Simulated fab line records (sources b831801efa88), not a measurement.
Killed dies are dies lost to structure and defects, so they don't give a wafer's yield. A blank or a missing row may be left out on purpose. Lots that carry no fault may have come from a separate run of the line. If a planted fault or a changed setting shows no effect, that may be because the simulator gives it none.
8D (eight disciplines) problem report, filled in by code | flow gf180mcu | the parts of the form that need people (team, actions taken, sign-off) are left out

== 1. PROBLEM STATEMENT ==
MIM_CVD_05_THK at GF_MIM_THK_MEAS_06 reads a mean of 45.6 nm on 1 wafer of 1 lot; wafers without a fault read 42.0 nm with a standard deviation of 0.51. That is +7.1 standard deviations from the usual mean.
Seen first at day 26 19:50 on film_metro-03, wafer L273.1. The record holds 36 wafers of 12 lots with a number at this step. Rule for "out", or "out of limits": more than 4 standard deviations from the usual mean. Any other wafer with a number is counted as sound.

== 2. WHAT IT IS; WHAT IT IS NOT ==
question                    | is                | is not
which readings at this step | MIM_CVD_05_THK    | -
which lots                  | L273              | L266, L268, L269, L270, L283, L284, L285, L286, L287, L288, L289
which wafers of those lots  | L273.1            | L273.2, L273.4
read on which gauges        | film_metro-03     | film_metro-04
when                        | from day 26 19:50 | up to then (14 sound wafers); but 21 sound wafers of L283, L284, L285, L286, L287, L288, L289 came after

== 3. WHAT RULES OUT EACH SUSPECT ==
Counting: a tool at a process step up to the reading stays a suspect if it ran every lot that is out. Sound lots after the first of them don't rule it out here, since some wafers of a struck lot are sound.
- ruled out: the gauge at GF_MIM_THK_MEAS_06. All the wafers that are out were read on film_metro-03, but those of them that GF_MIM_CVD_05 has rows for are out there too, on other tools.
- rie_diel-02 at GF_V3_ETCH_17 (etches SiO2 in C4F8/O2/Ar, stops on TiN, target depth 635 nm): kept. It ran the lot that is out, L273 (day 24 22:16); its last sound lot up to then is L270 (day 24 08:05). GF_V3_ETCH_17 gives no start for some lots, so the hours and the order of its lots are those of GF_V3_RS_MEAS_24.
- pecvd-02 at GF_MIM_CVD_05 (deposits Si3N4, target thk 42 nm, time 29.086 s): kept. It ran the lot that is out, L273 (day 26 19:48); its last sound lot up to then is L268 (day 24 17:43). Its own readings are out on those wafers: run_length_s.
- In rie_diel-02 at GF_V3_ETCH_17, the wafers that are out were processed in chamber 3 and their sound lot-mates in chambers 0, 2.
- At GF_MIM_CVD_05 on pecvd-02, chamber 2 took the sound wafers of the same lots and chamber 0 took the wafers that are out.
The count leaves pecvd-02 at GF_MIM_CVD_05 and rie_diel-02 at GF_V3_ETCH_17.

== 4. THE CAUSE (what the simulator had put in) ==
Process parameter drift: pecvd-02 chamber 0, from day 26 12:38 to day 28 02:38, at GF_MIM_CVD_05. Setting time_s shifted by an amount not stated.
Of the 2 suspects that counting leaves, this tool is one.

== 5. THE EFFECT CHAIN, in route order ==
Rows list readings where the struck wafers' mean (over those with a number) sits beyond 3 standard deviations from the usual. Readings are gone through only where the record gives a usual standard deviation; hours: the median, over the lots, of the time from a lot's start at the first step in this table giving one to that lot's start at this step; sigmas: the change measured in usual standard deviations.
hours | step               | reading        | usual   | on struck wafers | change | sigmas
0     | GF_MIM_CVD_05      | run_length_s   | 57.1 s  | 59.9             | +2.8   | +7.2
0     | GF_MIM_THK_MEAS_06 | MIM_CVD_05_THK | 42.0 nm | 45.6             | +3.6   | +7.1
Here are the process steps it includes:
- GF_MIM_CVD_05: deposits Si3N4, target thk 42 nm, time 29.086 s.

== 6. HOW IT WOULD HAVE BEEN CAUGHT EARLIER ==
Counted from the fault's start at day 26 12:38, it took 7 hours until the first out-of-limits reading at a measuring or inspecting step in this record, taken at day 26 19:50.
The tool's own readings at GF_MIM_CVD_05 were out on every struck wafer that the step has a row for (run_length_s): an alarm limit on them would have fired on the first of those.
The start of GF_MIM_CVD_05 on pecvd-02 came by day 26 19:50 for every one of the lots that are out (1). Holding the tool at that point would not have protected any of them.
